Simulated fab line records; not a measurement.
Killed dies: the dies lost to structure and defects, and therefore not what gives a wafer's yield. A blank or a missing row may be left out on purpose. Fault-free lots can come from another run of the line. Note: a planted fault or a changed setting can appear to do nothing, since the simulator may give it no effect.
Comparing a struck lot with a sound one :: flow sky130 :: 16 steps out of a route of 708
Sound: the wafers L437.2, L437.3, L437.5. Wafers L450.4, L450.5, L450.6 were the ones struck. The cause is named last.
At each step with rows: each side's tool, then ch and its chambers, then its first start. Under that, the readings that differ: sound wafers :: struck wafers :: difference of the means :: sigmas: that difference in standard deviations of wafers without a fault.
alike: a reading whose means differ by less than 2 such deviations, as well as words and numbers matching on both sides. not compared: withheld readings; readings where some wafer has no value; bounds like >300 that might hide an equal value; numbers whose values overlap and for which the record gives no deviation.
A row with sigmas, a row that says differs or no value, or rows on one side alone: a step with any of these is where the two part. Numbers that have no deviation but don't overlap get no sigmas and don't part them. A reading that every wafer of one side lacks parts them only if that side has two wafers or more.

SKY_VIA1_BOW_MEAS_03:
  sound on film_metro-02, day 32 11:19; struck on film_metro-03, day 36 17:56
  alike: VIA1_BOW
then, 8 steps without rows for these wafers: SKY_VIA1_DEHYDRATE_04 (time 60 s); SKY_VIA1_HMDS_05 (prime time 60 s); SKY_VIA1_COAT_06 (resist thk 60 nm); SKY_VIA1_COAT_07 (resist thk 450 nm); SKY_VIA1_SOFTBAKE_08 (time 90 s); SKY_VIA1_EXPOSE_09 (exposes mask VIM, target cd 150 nm); SKY_VIA1_PEB_10; SKY_VIA1_DEVELOP_11 (develop time 60 s).
SKY_VIA1_CD_MEAS_12 targets a cd of 150 nm.
  sound on cd_sem-01, day 33 13:35; struck on cd_sem-02, day 37 20:17
  alike: cd_nm
SKY_VIA1_OVL_MEAS_13:
  sound on overlay-02, day 33 13:41; struck on overlay-02, day 37 20:22
  alike: VIA1_OVL
SKY_VIA1_ETCH_14: etches BARC in N2/H2, stops on SiO2, time 45.9 s, target depth 60 nm.
  sound on rie_diel-01 ch 0,2,3, day 33 13:43; struck on rie_diel-04 ch 1,2,3, day 37 20:23
  alike: drypump_motor_current_A, oes_product_au, throttle_valve_pct
  not compared: rf_hours_counter_h
SKY_VIA1_ETCH_15: etches SiO2 in C4F8/O2/Ar, stops on TiN, target depth 351 nm, time 54 s.
  sound on rie_diel-01 ch 0,2,3, day 33 13:46; struck on rie_diel-04 ch 1,2,3, day 37 20:25
reading: model.KrF-thick_of_VIA1_COAT_07.thk_nm (nm)
sound: 326.4 323.5 325.2
struck: 276.1 282.3 279.4
difference: -45.8
sigmas: 

reading: model.VIA1.feature_depth_nm (nm)
sound: 346.1 347.4 346.2
struck: 353.3 353.1 350.5
difference: +5.7
sigmas: 

reading: model.TiN_of_METAL1_SPUTTER_04.thk_nm (nm)
sound: 69.7 70.67 70.05
struck: 61.58 62.25 62.61
difference: -7.99
sigmas: 
  alike: oes_product_au
SKY_VIA1_STRIP_16: strips in O2/N2.
  sound on plasma_asher-01 ch 0,1, day 33 13:49; struck on plasma_asher-02 ch 0,1, day 37 20:30
reading: drypump_motor_current_A (A)
sound: 4.9 5.6 4.9
struck: 6.0 6.0 6.0
difference: +0.9
sigmas: +2

reading: oes_product_au (a.u.)
sound: 0.419 0.427 0.417
struck: 0.391 0.397 0.399
difference: -0.025
sigmas: -5

reading: strip_time_to_endpoint_s (s)
sound: 4.499 4.465 4.483
struck: 3.971 4.024 4.002
difference: -0.483
sigmas: -24
  not compared: rf_hours_counter_h
then, 1 step without rows for these wafers: SKY_VIA1_STRIP_17 (strips in post etch residue remover, time 1200 s).
SKY_PAD_OPEN_PROBE_99:
  rows exist in the record for the sound wafers here (prober-01, day 45 11:30), none for the struck ones

WHERE THEY PART
Last at SKY_PAD_OPEN_PROBE_99 as far as this record goes, first at SKY_VIA1_STRIP_16.

WHY: what had been put in by the simulator
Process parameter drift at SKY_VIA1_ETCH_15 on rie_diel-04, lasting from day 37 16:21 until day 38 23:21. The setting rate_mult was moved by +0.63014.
